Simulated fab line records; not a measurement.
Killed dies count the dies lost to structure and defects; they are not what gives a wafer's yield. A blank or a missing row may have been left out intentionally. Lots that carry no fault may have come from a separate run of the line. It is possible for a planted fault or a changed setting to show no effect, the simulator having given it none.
Problem report in the 8D (eight disciplines) form, filled by code ; flow gf180mcu ; the parts of the form that need people (team, actions taken, sign-off) are left out

== 1. THE PROBLEM ==
Mean of time to endpoint s at GF_V1_CMP_04: 16 s across 2 wafers in 2 lots; on wafers with no fault it is 82 s (standard deviation 6). Relative to the usual mean, that is a shift of -11 standard deviations.
The step: polishes SiO2.
First observed at day 21 14:30: wafer L834.2, on cmp-02. The record has a number at this step for 36 wafers belonging to 12 lots. By rule, "out" or "out of limits" means more than 4 standard deviations away from the usual mean. The other wafers with a number count as sound.

== 2. WHAT IT IS, AND WHAT IT ISN'T ==
question;is;is not
which readings at this step;time to endpoint s;motor current A, platen rpm, retaining ring pressure frac
which lots;L834, L836;L822, L823, L824, L825, L830, L831, L833, L835, L843, L844
which wafers of those lots;L834.2, L836.1;L834.3, L834.4, L836.2, L836.5
read on which tools;cmp-02;cmp-01
when;from day 21 14:30;"up to then (23 sound wafers); but 11 sound wafers of L835, L836, L843, L844 came after"

== 3. WHAT RULES OUT EACH SUSPECT ==
Counting: any tool at a process step up to the reading remains a suspect provided it ran every lot that is out. Sound lots after the first of them don't rule it out here, since some wafers of a struck lot are sound.
- plasma asher-01 at GF_M1_STRIP_17 (strips in O2/N2): kept. Ran every lot that is out, first one L834 (day 21 13:41); last sound lot up to then L831 (day 20 21:51).
- cmp-02 at GF_V1_CMP_04 (polishes SiO2): kept. Ran every lot that is out, first one L834 (day 21 14:30); last sound lot up to then L833 (day 21 13:25). Its own time to endpoint s readings are out on those wafers.
- cmp-02, GF_V1_CMP_04: wafers that are out in chamber 0, sound lot-mates in chambers 1, 2, 3.
What counting leaves: plasma asher-01 at GF_M1_STRIP_17 and cmp-02 at GF_V1_CMP_04.

== 4. THE CAUSE (what the simulator had put in) ==
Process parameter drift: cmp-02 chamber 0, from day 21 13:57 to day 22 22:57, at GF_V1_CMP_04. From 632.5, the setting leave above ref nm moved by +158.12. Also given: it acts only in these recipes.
After counting, 2 suspects remain, this tool included.

== 5. THE EFFECT CHAIN, in route order ==
Each row: a reading whose mean over the struck wafers that have a number lies more than 3 standard deviations from the usual. Only readings for which the record gives a usual standard deviation are gone through. hours: the time from each lot's start at the first step in this table that gives one to its start at this step, as a median over the lots. sigmas: the change in usual standard deviations.
hours;step;reading;usual;on struck wafers;change;sigmas
0;GF_V1_CMP_04;time to endpoint s;82 s;16;-66;-11
-;GF_V1_ETCH_17;oes product au;0.856 a.u.;0.975;+0.119;+25
It contains these process steps:
- GF_V1_CMP_04: polishes SiO2.
- GF_V1_ETCH_17: etches SiO2 in C4F8/O2/Ar, stops on TiN, target depth 630 nm.

== 6. HOW IT WOULD HAVE BEEN CAUGHT EARLIER ==
In this record the first reading out of limits was taken at day 21 14:30, 1 hour after the fault began at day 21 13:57.
